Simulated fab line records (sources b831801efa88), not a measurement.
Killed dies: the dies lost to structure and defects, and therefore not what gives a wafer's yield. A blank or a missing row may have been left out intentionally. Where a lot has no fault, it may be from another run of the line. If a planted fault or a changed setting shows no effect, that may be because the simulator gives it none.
Code-filled problem report in 8D (eight disciplines) form + flow sky130 + the parts of the form that need people (team, actions taken, sign-off) are left out

== 1. THE ISSUE ==
Mean VT_ADJUST_HVTP_TW at SKY_VT_ADJUST_HVTP_TW_MEAS_11: 1421 over 6 wafers in 2 lots; fault-free wafers: 1358, standard deviation 6.2. That is +10 standard deviations from the usual mean.
Earliest sighting: wafer L926.1 on film-metro-04 at day 9 16:40. At this step, 36 wafers from 12 lots have a number in the record. Rule for "out", or "out of limits": more than 4 standard deviations from the usual mean. The rest of the wafers with a number are treated as sound.

== 2. WHAT IT IS AND WHAT IT IS NOT ==
| question                    | is                           | is not                                                                          |
|-----------------------------|------------------------------|---------------------------------------------------------------------------------|
| which readings at this step | VT_ADJUST_HVTP_TW            | -                                                                               |
| which lots                  | L926, L929                   | L913, L914, L916, L918, L919, L920, L924, L933, L934, L935                      |
| which wafers of those lots  | all that have a number       | -                                                                               |
| read on which gauges        | film-metro-03, film-metro-04 | film-metro-01                                                                   |
| when                        | from day 9 16:40             | up to then (21 sound wafers); but 9 sound wafers of L933, L934, L935 came after |

== 3. SUSPECTS, AND WHAT RULES EACH OUT ==
Counting: any tool at a process step up to the reading is kept as a suspect provided that every lot that is out went through it and no sound lot did after the first of them.
- the gauge at SKY_VT_ADJUST_HVTP_TW_MEAS_11: ruled out. The wafers that are out were read on 2 gauges (film-metro-03, film-metro-04).
- implanter-03 at SKY_VT_ADJUST_HVTP_IMPLANT_09: kept. Every lot that is out went through it, starting with L926 (day 9 16:25), and after that it ran no sound lot; the last sound lot it ran before then is L924 (day 9 02:29). Out on those wafers are its own readings of dose-ions-cm2, faraday-current-uA.
After counting, what remains is implanter-03 at SKY_VT_ADJUST_HVTP_IMPLANT_09.

== 4. THE CAUSE (what the simulator had put in) ==
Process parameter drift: implanter-03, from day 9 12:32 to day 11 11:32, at SKY_VT_ADJUST_HVTP_IMPLANT_09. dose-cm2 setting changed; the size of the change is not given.
The count eliminated every tool but this one.

== 5. THE CHAIN OF EFFECTS, in route order ==
One row per reading whose mean, taken over the struck wafers that have a number, lies over 3 standard deviations from the usual. Only readings whose record carries a usual standard deviation are examined. hours: median over the lots of the time between each lot's start at the first step of this table that gives one and its start at this step. sigmas: the change, counted in usual standard deviations.
| hours | step                          | reading            | usual   | on struck wafers | change   | sigmas      |
|-------|-------------------------------|--------------------|---------|------------------|----------|-------------|
| 0     | SKY_VT_ADJUST_HVTP_IMPLANT_09 | dose-ions-cm2      | 4.3e+12 | 4.9e+12          | +6.1e+11 | +99 or more |
| 0     | SKY_VT_ADJUST_HVTP_IMPLANT_09 | faraday-current-uA | 24.3    | 27.7             | +3.4     | +6.9        |
| 0     | SKY_VT_ADJUST_HVTP_TW_MEAS_11 | VT_ADJUST_HVTP_TW  | 1358    | 1421             | +63      | +10         |
Process steps it contains:
- SKY_VT_ADJUST_HVTP_IMPLANT_09
Later measuring or inspecting steps at which every struck wafer that the step has a row for has a number for every such reading, and none has moved that far: SKY_CONTACT_RS_MEAS_25, SKY_VIA2_BOW_MEAS_03.

== 6. WHAT WOULD HAVE CAUGHT IT SOONER ==
4 hours passed between the start of the fault at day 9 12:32 and the first reading out of limits at a measuring or inspecting step in this record, taken at day 9 16:40.
Tool's own readings at SKY_VT_ADJUST_HVTP_IMPLANT_09, dose-ions-cm2, faraday-current-uA: out on all struck wafers the step has rows for; an alarm limit on them would have tripped on the first.
Among the 2 lots that are out, L929 began SKY_VT_ADJUST_HVTP_IMPLANT_09 on implanter-03 after day 9 16:40. It would have been spared by a hold on the tool at that moment.
